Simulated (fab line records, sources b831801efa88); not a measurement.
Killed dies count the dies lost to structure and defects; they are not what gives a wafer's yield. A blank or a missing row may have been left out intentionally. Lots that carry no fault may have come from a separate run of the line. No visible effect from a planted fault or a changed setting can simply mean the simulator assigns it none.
The tool behind it: which one? :: flow gf180mcu :: 24 lots with 72 wafers sampled at 4 steps, on a route of 602 steps

WHAT THE GAUGES SHOWED, per wafer
GF_V5_CD_MEAS_14: the cd target is 260 nm.
lot: L074
measured: day 26 18:19
on: cd sem-02
cd nm (nm): 259.0 258.9 258.2

lot: L075
measured: day 27 03:15
on: cd sem-01
cd nm (nm): 261.1 259.6 261.7

lot: L076
measured: day 28 10:58
on: cd sem-01
cd nm (nm): 260.6 259.4 259.9

lot: L077
measured: day 28 15:35
on: cd sem-02
cd nm (nm): 259.8 260.8 261.8

lot: L079
measured: day 28 16:18
on: cd sem-01
cd nm (nm): 259.3 257.7 258.1

lot: L078
measured: day 28 18:00
on: cd sem-01
cd nm (nm): 260.0 259.7 258.5

lot: L080
measured: day 28 22:57
on: cd sem-01
cd nm (nm): 260.7 259.2 259.7

lot: L081
measured: day 29 11:23
on: cd sem-01
cd nm (nm): 260.3 259.3 260.4

lot: L082
measured: day 29 15:39
on: cd sem-01
cd nm (nm): 260.4 258.9 259.0

lot: L083
measured: day 30 04:20
on: cd sem-02
cd nm (nm): 261.2 260.5 260.2

lot: L084
measured: day 30 13:34
on: cd sem-02
cd nm (nm): 261.1 261.7 261.0

lot: L085
measured: day 30 16:54
on: cd sem-01
cd nm (nm): 258.9 259.0 258.8

lot: L086
measured: day 30 17:34
on: cd sem-01
cd nm (nm): 259.5 259.5 258.2

lot: L087
measured: day 31 02:04
on: cd sem-01
cd nm (nm): 260.4 260.3 261.1

lot: L088
measured: day 31 13:00
on: cd sem-02
cd nm (nm): 261.1 262.4 261.7

lot: L089
measured: day 31 16:52
on: cd sem-02
cd nm (nm): 260.0 260.4 258.8

lot: L090
measured: day 31 23:59
on: cd sem-01
cd nm (nm): 259.9 260.0 259.5

lot: L091
measured: day 32 03:38
on: cd sem-02
cd nm (nm): 260.7 261.2 259.6

lot: L092
measured: day 32 10:54
on: cd sem-02
cd nm (nm): 259.3 258.7 259.9

lot: L093
measured: day 32 16:28
on: cd sem-01
cd nm (nm): 260.1 260.1 260.7

lot: L094
measured: day 32 22:43
on: cd sem-02
cd nm (nm): 258.1 257.6 257.3

lot: L095
measured: day 33 00:57
on: cd sem-02
cd nm (nm): 260.3 260.4 261.4

lot: L096
measured: day 33 07:29
on: cd sem-01
cd nm (nm): 258.1 258.5 259.2

lot: L097
measured: day 33 14:11
on: cd sem-02
cd nm (nm): 259.8 261.1 259.9

GF_V5_OVL_MEAS_15.
lot: L074
measured: day 26 18:26
on: overlay-02
V5_OVL (nm): 2 6 -6

lot: L075
measured: day 27 03:21
on: overlay-01
V5_OVL (nm): 4 9 5

lot: L076
measured: day 28 11:04
on: overlay-02
V5_OVL (nm): -2 -3 -4

lot: L077
measured: day 28 15:42
on: overlay-01
V5_OVL (nm): 1 -1 6

lot: L079
measured: day 28 16:25
on: overlay-02
V5_OVL (nm): 6 -2 2

lot: L078
measured: day 28 18:07
on: overlay-01
V5_OVL (nm): 4 -7 0

lot: L080
measured: day 28 23:04
on: overlay-02
V5_OVL (nm): 5 -8 -1

lot: L081
measured: day 29 11:28
on: overlay-01
V5_OVL (nm): -4 2 0

lot: L082
measured: day 29 15:46
on: overlay-01
V5_OVL (nm): -7 -3 -6

lot: L083
measured: day 30 04:27
on: overlay-02
V5_OVL (nm): 5 6 -1

lot: L084
measured: day 30 13:41
on: overlay-02
V5_OVL (nm): 13 13 5

lot: L085
measured: day 30 17:01
on: overlay-02
V5_OVL (nm): 0 -1 1

lot: L086
measured: day 30 17:41
on: overlay-02
V5_OVL (nm): 0 -8 1

lot: L087
measured: day 31 02:10
on: overlay-02
V5_OVL (nm): 4 -7 -1

lot: L088
measured: day 31 13:07
on: overlay-01
V5_OVL (nm): -1 -2 -3

lot: L089
measured: day 31 16:59
on: overlay-01
V5_OVL (nm): -2 -7 -6

lot: L090
measured: day 32 00:07
on: overlay-02
V5_OVL (nm): 4 -5 -2

lot: L091
measured: day 32 03:45
on: overlay-02
V5_OVL (nm): 6 -4 -1

lot: L092
measured: day 32 11:01
on: overlay-01
V5_OVL (nm): 1 5 5

lot: L093
measured: day 32 16:32
on: overlay-01
V5_OVL (nm): -4 4 1

lot: L094
measured: day 32 22:50
on: overlay-02
V5_OVL (nm): 3 1 0

lot: L095
measured: day 33 01:04
on: overlay-02
V5_OVL (nm): 4 8 0

lot: L096
measured: day 33 07:36
on: overlay-01
V5_OVL (nm): 8 4 -2

lot: L097
measured: day 33 14:18
on: overlay-02
V5_OVL (nm): -8 -3 1

GF_TOP_METAL_THK_MEAS_06: measures by xrf.
lot: L074
measured: day 26 20:11
on: film metro-02
TOP_METAL_ALCU_THK (nm): 895 891 892

lot: L075
measured: day 27 05:07
on: film metro-03
TOP_METAL_ALCU_THK (nm): 873 888 876

lot: L076
measured: day 28 12:50
on: film metro-02
TOP_METAL_ALCU_THK (nm): 858 858 856

lot: L077
measured: day 28 17:28
on: film metro-01
TOP_METAL_ALCU_THK (nm): 881 884 875

lot: L079
measured: day 28 18:14
on: film metro-01
TOP_METAL_ALCU_THK (nm): 877 887 891

lot: L078
measured: day 28 19:54
on: film metro-02
TOP_METAL_ALCU_THK (nm): 867 869 876

lot: L080
measured: day 29 00:50
on: film metro-02
TOP_METAL_ALCU_THK (nm): 869 882 876

lot: L081
measured: day 29 13:16
on: film metro-02
TOP_METAL_ALCU_THK (nm): 893 891 890

lot: L082
measured: day 29 17:35
on: film metro-03
TOP_METAL_ALCU_THK (nm): 881 875 883

lot: L083
measured: day 30 06:14
on: film metro-03
TOP_METAL_ALCU_THK (nm): 879 890 880

lot: L084
measured: day 30 15:29
on: film metro-02
TOP_METAL_ALCU_THK (nm): 861 866 864

lot: L085
measured: day 30 18:49
on: film metro-03
TOP_METAL_ALCU_THK (nm): 891 872 889

lot: L086
measured: day 30 19:29
on: film metro-03
TOP_METAL_ALCU_THK (nm): 882 893 888

lot: L087
measured: day 31 03:56
on: film metro-02
TOP_METAL_ALCU_THK (nm): 870 861 872

lot: L088
measured: day 31 14:55
on: film metro-02
TOP_METAL_ALCU_THK (nm): 907 885 890

lot: L089
measured: day 31 18:45
on: film metro-01
TOP_METAL_ALCU_THK (nm): 872 877 875

lot: L090
measured: day 32 02:05
on: film metro-01
TOP_METAL_ALCU_THK (nm): 875 877 887

lot: L091
measured: day 32 05:34
on: film metro-02
TOP_METAL_ALCU_THK (nm): 881 882 878

lot: L092
measured: day 32 12:47
on: film metro-01
TOP_METAL_ALCU_THK (nm): 877 903 891

lot: L093
measured: day 32 18:34
on: film metro-01
TOP_METAL_ALCU_THK (nm): 856 890 864

lot: L094
measured: day 33 00:38
on: film metro-01
TOP_METAL_ALCU_THK (nm): 879 870 878

lot: L095
measured: day 33 02:54
on: film metro-03
TOP_METAL_ALCU_THK (nm): 891 887 885

lot: L096
measured: day 33 09:23
on: film metro-03
TOP_METAL_ALCU_THK (nm): 885 884 886

lot: L097
measured: day 33 16:06
on: film metro-02
TOP_METAL_ALCU_THK (nm): 890 879 881

WHAT TOOL EACH LOT RAN ON (gives the tool, then ch and the chambers of the sampled wafers, and finally the start)
lot: L074
GF_MIM_SPUTTER_00: pvd sputter-03, day 24 00:30

lot: L075
GF_MIM_SPUTTER_00: pvd sputter-03, day 24 11:23

lot: L076
GF_MIM_SPUTTER_00: pvd sputter-03, day 25 21:31

lot: L077
GF_MIM_SPUTTER_00: pvd sputter-04, day 26 01:19

lot: L079
GF_MIM_SPUTTER_00: pvd sputter-04, day 26 02:06

lot: L078
GF_MIM_SPUTTER_00: pvd sputter-01, day 26 03:56

lot: L080
GF_MIM_SPUTTER_00: pvd sputter-04, day 26 10:20

lot: L081
GF_MIM_SPUTTER_00: pvd sputter-04, day 26 22:52

lot: L082
GF_MIM_SPUTTER_00: pvd sputter-03, day 27 03:25

lot: L083
GF_MIM_SPUTTER_00: pvd sputter-04, day 27 16:25

lot: L084
GF_MIM_SPUTTER_00: pvd sputter-04, day 28 01:10

lot: L085
GF_MIM_SPUTTER_00: pvd sputter-01, day 28 07:04

lot: L086
GF_MIM_SPUTTER_00: pvd sputter-04, day 28 07:44

lot: L087
GF_MIM_SPUTTER_00: pvd sputter-04, day 28 16:21

lot: L088
GF_MIM_SPUTTER_00: pvd sputter-04, day 29 04:07

lot: L089
GF_MIM_SPUTTER_00: pvd sputter-03, day 29 08:06

lot: L090
GF_MIM_SPUTTER_00: pvd sputter-03, day 29 16:49

lot: L091
GF_MIM_SPUTTER_00: pvd sputter-04, day 29 19:11

lot: L092
GF_MIM_SPUTTER_00: pvd sputter-03, day 30 03:27

lot: L093
GF_MIM_SPUTTER_00: pvd sputter-01, day 30 10:10

lot: L094
GF_MIM_SPUTTER_00: pvd sputter-04, day 30 16:23

lot: L095
GF_MIM_SPUTTER_00: pvd sputter-03, day 30 20:35

lot: L096
GF_MIM_SPUTTER_00: pvd sputter-04, day 31 03:16

lot: L097
GF_MIM_SPUTTER_00: pvd sputter-04, day 31 11:02
- GF_MIM_SPUTTER_00: material Ti, target thk 37.5 nm, time 150 s.

AS READ BY THE TOOLS THEMSELVES (means over the sampled wafers that have a number; for cases with no such wafer, the mark the record gives instead)
GF_MIM_SPUTTER_00.
lot: L074
tool: pvd sputter-03
throttle valve pct (%): 30.6

lot: L075
tool: pvd sputter-03
throttle valve pct (%): 30.8

lot: L076
tool: pvd sputter-03
throttle valve pct (%): 30.5

lot: L077
tool: pvd sputter-04
throttle valve pct (%): 30.1

lot: L079
tool: pvd sputter-04
throttle valve pct (%): 29.9

lot: L078
tool: pvd sputter-01
throttle valve pct (%): 29.6

lot: L080
tool: pvd sputter-04
throttle valve pct (%): 29.7

lot: L081
tool: pvd sputter-04
throttle valve pct (%): 30.3

lot: L082
tool: pvd sputter-03
throttle valve pct (%): 30.7

lot: L083
tool: pvd sputter-04
throttle valve pct (%): 29.8

lot: L084
tool: pvd sputter-04
throttle valve pct (%): 29.6

lot: L085
tool: pvd sputter-01
throttle valve pct (%): 29.8

lot: L086
tool: pvd sputter-04
throttle valve pct (%): 29.9

lot: L087
tool: pvd sputter-04
throttle valve pct (%): 29.9

lot: L088
tool: pvd sputter-04
throttle valve pct (%): 29.8

lot: L089
tool: pvd sputter-03
throttle valve pct (%): 31.0

lot: L090
tool: pvd sputter-03
throttle valve pct (%): 30.7

lot: L091
tool: pvd sputter-04
throttle valve pct (%): 29.9

lot: L092
tool: pvd sputter-03
throttle valve pct (%): 30.7

lot: L093
tool: pvd sputter-01
throttle valve pct (%): 30.0

lot: L094
tool: pvd sputter-04
throttle valve pct (%): 30.0

lot: L095
tool: pvd sputter-03
throttle valve pct (%): 30.7

lot: L096
tool: pvd sputter-04
throttle valve pct (%): 29.6

lot: L097
tool: pvd sputter-04
throttle valve pct (%): 29.6

THE ANSWER, worked out from the rows above alone
Rule: usual is defined by the lots themselves. The widest of any qualifying gaps counts: lots, ordered by their means at a reading, are off when they make up no more than a third of the lots, leave a main group of 4 or more, and stand apart from it by 3 or more times the standard deviation of that group's means. If all means in a main group match to the digits the tables above print for the reading, that group is not used. A lot without any number at a reading at which 4 lots or more have one is off too. Any other lot the step has rows for is counted as sound. First the gauges in route order, then the tools' own readings, where a lot's mean is used as printed above. The first step at which some lot is off is used, and at that step the reading that is off furthest; a lot without a number counts as furthest.
No lot is off on any of the readings shown, so nothing can be concluded from this.

WHAT THE SIMULATOR HAD INSERTED
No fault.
